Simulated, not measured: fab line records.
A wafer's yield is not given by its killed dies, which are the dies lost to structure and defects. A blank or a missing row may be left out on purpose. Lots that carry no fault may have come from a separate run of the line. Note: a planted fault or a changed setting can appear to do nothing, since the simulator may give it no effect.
One fault through the eyes of 2 desks | flow sky130 | each desk holds nothing but its own numbers, with what lay behind them at the end

AT THE METROLOGY DESK
What the gauges read, lot by lot, whatever tool the lot ran on: means of the sampled wafers that have a number. The brackets show how far a lot's mean lies from the usual mean; more than 4 standard deviations puts the lot out of limits, marked OUT.
Columns: A = CAP2M_CVD_00_THK at SKY_CAP2M_THK_MEAS_01, usual 15.53 nm
lot  | first seen here | A
L302 | day 39 10:04    | 15.39
L304 | day 41 04:13    | 15.57
L305 | day 44 02:33    | 15.54
L306 | day 44 04:21    | 15.18
L308 | day 44 05:55    | 15.82
L313 | day 44 07:29    | 15.52
L314 | day 44 11:20    | 19.77 (+16) OUT
L316 | day 44 12:56    | 19.86 (+17) OUT
L319 | day 44 14:29    | 15.74
L321 | day 44 22:26    | 15.66
L322 | day 45 00:11    | 15.39
This desk finds L314, L316 out of limits, with the earliest case on L314 at day 44 11:20 (CAP2M_CVD_00_THK at SKY_CAP2M_THK_MEAS_01). L302, L304, L305, L306, L308, L313, L319, L321, L322 stayed within limits.

THE TOOL OWNER'S DESK: pecvd-01
The tool's own readings at SKY_CAP2M_CVD_00 (deposits SiO2, target thk 15.5 nm): means of the sampled wafers that have a number, for each lot that ran on this tool. The brackets show how far a lot's mean lies from the usual mean; more than 4 standard deviations puts the lot out of limits, marked OUT.
Columns: A = heaterPowerW at SKY_CAP2M_CVD_00, usual 758 W
lot  | first seen here | A
L302 | day 39 10:02    | 809
L305 | day 44 02:32    | 794
L314 | day 44 11:19    | 810
L316 | day 44 12:55    | 812
Finding of this desk: none of the 4 lots has anything out of limits.

PUT TOGETHER
At day 44 11:20 the metrology desk could have sounded an alarm, on L314, L316.
The tool owner's desk saw nothing out of limits.
On record at the tool owner's desk: L314, L316, within its limits.
On pecvd-01, each named lot ran SKY_CAP2M_CVD_00.

WHAT THE SIMULATOR HAD INSERTED
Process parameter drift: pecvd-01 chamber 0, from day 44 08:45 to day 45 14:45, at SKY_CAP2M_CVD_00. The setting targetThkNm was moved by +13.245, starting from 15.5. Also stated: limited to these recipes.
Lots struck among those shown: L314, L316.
Hours from the fault's start to each desk's first reading out of limits: the metrology desk, 3.
